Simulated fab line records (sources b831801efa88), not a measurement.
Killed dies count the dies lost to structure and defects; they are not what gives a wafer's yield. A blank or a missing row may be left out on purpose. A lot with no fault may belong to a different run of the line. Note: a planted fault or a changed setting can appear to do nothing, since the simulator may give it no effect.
A struck lot beside a sound one / flow gf180mcu / 15 out of 602 route steps
Sound: the wafers L951.1, L951.4, L951.6. Wafers struck: L959.1, L959.3, L959.6. The cause is named last.
Each step with rows lists, per side, the tool, then ch with its chambers, then its first start. Under that, the readings that differ: sound wafers / struck wafers / difference of the means / sigmas: that difference in standard deviations of wafers without a fault.
alike: same words and numbers on both sides, and readings whose means sit less than 2 such deviations apart. not compared: any withheld reading, any reading some wafer has no value for, any bound like >300 that may hide the same value, and any number with overlapping values for which the record gives no deviation.
Wherever a step has rows on one side only, a row that says differs or no value, or a row with sigmas, the two part there. Non-overlapping numbers with no deviation appear without sigmas and do not part them. Lack of a reading on every wafer of one side parts them only where that side has two or more wafers.

GF_M3_SPUTTER_04: material TiN, target thk 50 nm, time 41.7 s.
  struck on pvdSputter-03, day 24 12:46; sound on pvdSputter-02, day 21 18:10
reading=throttleValvePct (%); sound=28.9 31.6 31.2; struck=28.7 28.9 29.3; difference=-1.6; sigmas=-2
  alike: cathodeDcPowerW
GF_M3_RS_MEAS_05: uses a four-point probe to measure.
  struck on filmMetro-02, day 24 12:49; sound on filmMetro-03, day 21 18:12
  alike: M3_ALCU_RS
GF_M3_THK_MEAS_06: measures by xrf.
  struck on filmMetro-02, day 24 12:56; sound on filmMetro-03, day 21 18:19
reading=M3_ALCU_THK (nm); sound=447 450 452; struck=438 441 433; difference=-12; sigmas=-2
then, 7 steps without rows for these wafers: GF_M3_DEHYDRATE_07 (time 60 s); GF_M3_HMDS_08 (prime time 60 s); GF_M3_COAT_09 (resist thk 1000 nm); GF_M3_SOFTBAKE_10 (time 60 s); GF_M3_EXPOSE_11 (exposes mask Metal3, target cd 280 nm); GF_M3_PEB_12 (peb time 90 s); GF_M3_DEVELOP_13 (develop time 60 s).
GF_M3_CD_MEAS_14: target cd 280 nm.
  struck on cdSem-02, day 25 10:26; sound on cdSem-01, day 22 17:38
  alike: cdNm
GF_M3_OVL_MEAS_15:
  struck on overlay-01, day 25 10:34; sound on overlay-01, day 22 17:46
  alike: M3_OVL
GF_M3_METAL_ETCH_16: etches the open film in Cl2/BCl3, stops on SiO2, target depth 627.5 nm, time 104.6 s.
  sound on rieMetal-01 ch 0,1, day 22 17:47; struck on rieMetal-04 ch 1, day 25 10:35
  no value came back on the struck wafers for any of 5 readings (bcl3FlowSccm (sccm), biasW (W) and others); on the sound wafers bcl3FlowSccm (sccm) reads 39.99 39.79 39.91
reading=model.KrF_of_M3_COAT_09.thkNm (nm); sound=735.4 738.5 736.1; struck=985.6 984.1 983; difference=+247.6; sigmas=
  not compared: rfHoursCounterH
GF_M3_STRIP_17: strips in O2/N2.
  sound on plasmaAsher-04 ch 0,1, day 22 17:55; struck on plasmaAsher-04 ch 0,1, day 25 10:43
reading=oesProductAu (a.u.); sound=0.566 0.558 0.552; struck=0.660 0.656 0.660; difference=+0.100; sigmas=+21
reading=stripTimeToEndpointS (s); sound=7.88 7.90 7.87; struck=10.21 10.21 10.19; difference=+2.32; sigmas=+54
  alike: drypumpMotorCurrentA, heaterPowerW
  not compared: rfHoursCounterH
then, 1 step without rows for these wafers: GF_M3_STRIP_18 (strips in post etch residue remover, time 1200 s).

## WHERE THEY PART
Last at GF_M3_STRIP_17 as far as this record goes, first at GF_M3_SPUTTER_04.

WHY: whatever the simulator had introduced
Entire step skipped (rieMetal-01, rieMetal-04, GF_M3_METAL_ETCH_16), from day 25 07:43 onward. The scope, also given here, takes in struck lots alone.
